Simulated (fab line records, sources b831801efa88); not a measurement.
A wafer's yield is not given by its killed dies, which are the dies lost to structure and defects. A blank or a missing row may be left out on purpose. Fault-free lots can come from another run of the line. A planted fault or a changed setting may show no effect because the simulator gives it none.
Which tool is to blame?	flow gf180mcu	Sampling: 13 lots, 38 wafers, 5 of 602 route steps

WHAT THE GAUGES READ, wafer by wafer
GF_M1_OVL_MEAS_15.
lot	measured	on	M1_OVL (nm)
L854	day 17 17:54	overlay-01	-1 -2 3
L852	day 17 20:24	overlay-02	-6 -1 -1
L853	day 17 21:01	overlay-01	0 3 2
L861	day 20 00:58	overlay-01	0 -3
L865	day 21 05:52	overlay-02	7 1 12
L866	day 22 01:49	overlay-02	4 -1 2
L868	day 22 11:37	overlay-02	5 9 2
L869	day 23 00:22	overlay-01	-4 -2 0
L870	day 23 04:54	overlay-01	-4 -1 2
L871	day 23 16:45	overlay-02	1 0 5
L872	day 23 23:25	overlay-02	8 -1 3
L873	day 24 09:31	overlay-01	-2 3 2
L874	day 24 15:01	overlay-01	1 -1 -3

GF_V1_CD_MEAS_14 targets a cd of 260 nm.
lot	measured	on	cdNm (nm)
L854	day 18 20:26	cdSem-01	259.3 260.1 260.0
L852	day 18 23:14	cdSem-01	258.1 258.8 259.0
L853	day 18 23:57	cdSem-01	258.7 258.8 259.3
L861	day 21 01:00	cdSem-01	265.5 266.1
L865	day 22 05:55	cdSem-01	259.6 258.4 259.4
L866	day 23 01:22	cdSem-01	261.4 262.4 262.0
L868	day 23 11:23	cdSem-02	260.5 260.8 260.9
L869	day 23 23:59	cdSem-01	257.5 260.0 259.2
L870	day 24 04:59	cdSem-02	261.2 261.3 261.4
L871	day 24 16:35	cdSem-02	258.1 259.3 257.6
L872	day 24 22:07	cdSem-01	261.1 259.9 260.6
L873	day 25 08:28	cdSem-02	258.2 259.5 259.1
L874	day 25 13:13	cdSem-01	260.5 260.1 260.7

GF_V1_OVL_MEAS_15.
lot	measured	on	V1_OVL (nm)
L854	day 18 20:33	overlay-01	-3 2 -13
L852	day 18 23:21	overlay-02	-5 -3 -3
L853	day 19 00:04	overlay-02	3 -4 -1
L861	day 21 01:07	overlay-02	-7 -7
L865	day 22 06:01	overlay-02	-10 -13 -6
L866	day 23 01:28	overlay-02	-4 0 -1
L868	day 23 11:28	overlay-02	-5 3 -7
L869	day 24 00:07	overlay-01	2 -10 -4
L870	day 24 05:06	overlay-02	5 2 -1
L871	day 24 16:42	overlay-02	0 2 8
L872	day 24 22:13	overlay-01	0 -12 -3
L873	day 25 08:34	overlay-01	-15 -9 -14
L874	day 25 13:19	overlay-01	-8 -14 -7

WHICH TOOL RAN EACH LOT (tool, then ch and the chambers of the sampled wafers, then the start)
lot	GF_M1_METAL_ETCH_16	GF_V1_PEB_12
L854	rieMetal-03 ch 0,1, day 17 17:56	lithoTrack-02 ch 0, day 18 20:05
L852	rieMetal-01 ch 1, day 17 20:26	lithoTrack-01 ch 0, day 18 22:53
L853	rieMetal-04 ch 0, day 17 21:02	lithoTrack-01 ch 0, day 18 23:37
L861	rieMetal-01 ch 0, day 20 00:59	lithoTrack-01 ch 0, day 21 00:40
L865	rieMetal-01 ch 0,1, day 21 05:56	lithoTrack-02 ch 0, day 22 05:35
L866	rieMetal-01 ch 0,1, day 22 01:50	lithoTrack-04 ch 0, day 23 01:01
L868	rieMetal-03 ch 0, day 22 11:45	lithoTrack-04 ch 0, day 23 11:03
L869	rieMetal-03 ch 0,1, day 23 00:23	lithoTrack-04 ch 0, day 23 23:38
L870	rieMetal-03 ch 0,1, day 23 04:56	lithoTrack-01 ch 0, day 24 04:38
L871	rieMetal-01 ch 0, day 23 16:47	lithoTrack-01 ch 0, day 24 16:14
L872	rieMetal-03 ch 0,1, day 23 23:26	lithoTrack-04 ch 0, day 24 21:46
L873	rieMetal-04 ch 0,1, day 24 09:35	lithoTrack-01 ch 0, day 25 08:09
L874	rieMetal-03 ch 0,1, day 24 15:05	lithoTrack-01 ch 0, day 25 12:54
- GF_M1_METAL_ETCH_16: etches the open film in Cl2/BCl3, stops on SiO2, target depth 750.8 nm, time 125.1 s.
- GF_V1_PEB_12: peb time 90 s.

WHAT THE TOOLS THEMSELVES READ (means of the sampled wafers that have a number; where no wafer has one, the mark that the record gives instead)
GF_M1_METAL_ETCH_16.
lot	tool	drypumpMotorCurrentA (A)	heBacksideLeakSccm (sccm)	oesProductAu (a.u.)	throttleValvePct (%)
L854	rieMetal-03	6.22	3.1	0.993	28.224
L852	rieMetal-01	6.60	3.2	0.988	28.232
L853	rieMetal-04	5.85	3.1	0.987	28.231
L861	rieMetal-01	6.36	3.3	0.973	28.241
L865	rieMetal-01	6.52	3.3	0.988	28.233
L866	rieMetal-01	6.44	3.7	0.992	28.222
L868	rieMetal-03	6.11	3.0	0.997	28.226
L869	rieMetal-03	6.24	3.1	0.988	28.234
L870	rieMetal-03	6.21	3.1	0.994	28.231
L871	rieMetal-01	6.36	3.2	0.990	28.225
L872	rieMetal-03	6.35	3.1	0.999	28.217
L873	rieMetal-04	6.32	3.3	0.978	28.238
L874	rieMetal-03	6.35	3.2	0.996	28.227

THE ANSWER, worked out from the rows above alone
Rule: the usual values come from the lots themselves. The widest of any qualifying gaps counts: lots, ordered by their means at a reading, are off when they make up no more than a third of the lots, leave a main group of 4 or more, and stand apart from it by 3 or more times the standard deviation of that group's means. A main group whose means are all the same, to the digits that the tables above print for the reading, isn't used. Also off: a lot with no number at a reading for which 4 or more lots have one. Where the step has rows for the other lots, those lots are counted as sound. Order of review: gauges by route order, followed by the tools' own readings, for which a lot's mean as printed above is used. At the first step where some lot is off, the reading lying furthest off is the one used; lots without a number count as furthest.
Off: L861, at GF_V1_CD_MEAS_14 (cdNm). Main group: mean 259.8 nm, sd 1.1.
If a tool, at a process step before that reading, ran all the lots that are off and no sound lot after the first of them, it fits. The gauges at GF_V1_CD_MEAS_14 are tried like those tools. None of those tried fits.

WHAT HAD BEEN PUT IN BY THE SIMULATOR
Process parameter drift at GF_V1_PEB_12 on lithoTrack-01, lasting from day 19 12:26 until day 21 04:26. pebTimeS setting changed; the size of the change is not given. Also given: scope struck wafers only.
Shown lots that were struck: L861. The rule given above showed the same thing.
